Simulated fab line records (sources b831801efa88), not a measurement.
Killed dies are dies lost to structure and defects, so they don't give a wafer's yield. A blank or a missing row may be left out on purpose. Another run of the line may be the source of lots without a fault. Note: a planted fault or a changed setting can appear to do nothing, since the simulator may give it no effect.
Problem report in the 8D (eight disciplines) form, filled by code -- flow gf180mcu -- the parts of the form that need people (team, actions taken, sign-off) are left out

## 1. PROBLEM STATEMENT
runLengthS at GF_M4_METAL_ETCH_16 reads a mean of 159.0 s on 1 wafer of 1 lot; wafers without a fault read 153.5 s with a standard deviation of 0.79. Measured from the usual mean, that is +7.0 standard deviations.
The step: etches the open film in Cl2/BCl3, stops on SiO2, target depth 750.8 nm, time 125.1 s.
First seen on wafer L379.3, day 29 05:35, on rieMetal-03. The record has a number at this step for 36 wafers belonging to 12 lots. The rule behind "out" and "out of limits": a value lying over 4 standard deviations away from the usual mean. Any other wafer with a number is counted as sound.

## 2. WHAT IT IS AND WHAT IT IS NOT
question,is,is not
which readings at this step,runLengthS,"drypumpMotorCurrentA, throttleValvePct"
which lots,L379,"L362, L363, L365, L367, L368, L369, L370, L372, L375, L383, L384"
which wafers of those lots,L379.3,"L379.4, L379.6"
read on which tools,rieMetal-03,"rieMetal-01, rieMetal-02"
when,from day 29 05:35,"up to then (29 sound wafers); but 6 sound wafers of L383, L384 came after"

## 3. THE SUSPECTS, EACH WITH WHAT RULES IT OUT
Counting: if a tool at a process step up to the reading ran every lot that is out, it stays a suspect. Sound lots after the first of them don't rule it out here, since some wafers of a struck lot are sound.
- rieMetal-03 at GF_M4_METAL_ETCH_16 (etches the open film in Cl2/BCl3, stops on SiO2, target depth 750.8 nm, time 125.1 s): kept. It processed L379, the lot that is out, at day 29 05:35, and its most recent sound lot before then was L375 at day 28 02:47. Out on those wafers are its own readings of runLengthS.
- The sound lot-mates ran in chamber 1 of rieMetal-03 at GF_M4_METAL_ETCH_16, but the wafers that are out ran in chamber 0.
The count leaves rieMetal-03 at GF_M4_METAL_ETCH_16.

## 4. THE CAUSE (what the simulator had put in)
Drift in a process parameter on rieMetal-03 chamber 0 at GF_M4_METAL_ETCH_16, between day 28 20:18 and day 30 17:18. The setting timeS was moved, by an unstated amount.
This tool alone remained once counting was done.

## 5. SEQUENCE OF EFFECTS, ordered by route
Rows list readings where the struck wafers' mean (over those with a number) sits beyond 3 standard deviations from the usual. Only readings whose record carries a usual standard deviation are examined. hours: median over the lots of the time between each lot's start at the first step of this table that gives one and its start at this step. sigmas: the change, counted in usual standard deviations.
hours,step,reading,usual,on struck wafers,change,sigmas
0,GF_M4_METAL_ETCH_16,oesProductAu,0.988 a.u.,0.968,-0.020,-3.3
0,GF_M4_METAL_ETCH_16,runLengthS,153.5 s,159.0,+5.5,+7.0
Process steps it contains:
- GF_M4_METAL_ETCH_16: etches the open film in Cl2/BCl3, stops on SiO2, target depth 750.8 nm, time 125.1 s.

## 6. HOW IT WOULD HAVE BEEN CAUGHT EARLIER
In this record no reading fell out of limits until day 29 05:35, 9 hours after the fault had begun at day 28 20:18.
